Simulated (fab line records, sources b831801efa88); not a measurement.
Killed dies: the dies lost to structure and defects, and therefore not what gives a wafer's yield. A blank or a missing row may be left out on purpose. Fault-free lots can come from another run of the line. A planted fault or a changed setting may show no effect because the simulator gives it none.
Chamber matching || flow sky130 || SKY_FIELD_ISO_ETCH_14 on rie_diel-03 has 4 sister chambers
The step etches BARC in N2/H2, stops on SiO2, time 45.9 s, target depth 60 nm. 4 wafers are shown with their chamber, then 8 later ones without.

WAFERS WITH THEIR CHAMBER
{"wafer": "L485.1", "chamber": 3, "oes_product_au (a.u.)": 0.861}
{"wafer": "L485.2", "chamber": 1, "oes_product_au (a.u.)": 0.852}
{"wafer": "L485.5", "chamber": 0, "oes_product_au (a.u.)": 0.856}
{"wafer": "L486.1", "chamber": 2, "oes_product_au (a.u.)": 0.847}

WAFERS WITH NO CHAMBER GIVEN
{"wafer": "L486.4", "oes_product_au (a.u.)": 0.861}
{"wafer": "L486.6", "oes_product_au (a.u.)": 0.852}
{"wafer": "L491.1", "oes_product_au (a.u.)": 0.855}
{"wafer": "L491.4", "oes_product_au (a.u.)": 0.851}
{"wafer": "L491.6", "oes_product_au (a.u.)": 0.852}
{"wafer": "L494.2", "oes_product_au (a.u.)": 0.850}
{"wafer": "L494.3", "oes_product_au (a.u.)": 0.848}
{"wafer": "L494.5", "oes_product_au (a.u.)": 0.861}

WHICH CHAMBER EACH ONE RAN IN
{"wafer": "L486.4", "from the rows above": 3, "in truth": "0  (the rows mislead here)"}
{"wafer": "L486.6", "from the rows above": 1, "in truth": 1}
{"wafer": "L491.1", "from the rows above": 0, "in truth": 0}
{"wafer": "L491.4", "from the rows above": 1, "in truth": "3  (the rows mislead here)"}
{"wafer": "L491.6", "from the rows above": 1, "in truth": 1}
{"wafer": "L494.2", "from the rows above": "can't be placed: 1 or 2", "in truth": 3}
{"wafer": "L494.3", "from the rows above": 2, "in truth": 2}
{"wafer": "L494.5", "from the rows above": 3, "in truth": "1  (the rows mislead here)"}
Correct placement for 4 of the 8. Not placeable from these rows: 1 (in 0, the candidates include the true chamber). 3 placed wrongly.
How it was worked out, from the rows above alone: a wafer's distance from a chamber is the root of the sum, over the readings, of the square of ((its reading less the chamber's mean) divided by the reading's scatter). The wafer belongs to the nearest chamber; if the next one is less than 2 further off, it can't be placed. Each chamber's mean is taken over the wafers shown for it. The scatter: root of mean squared gap, hidden wafer to nearest shown wafer, with one shown wafer a chamber.
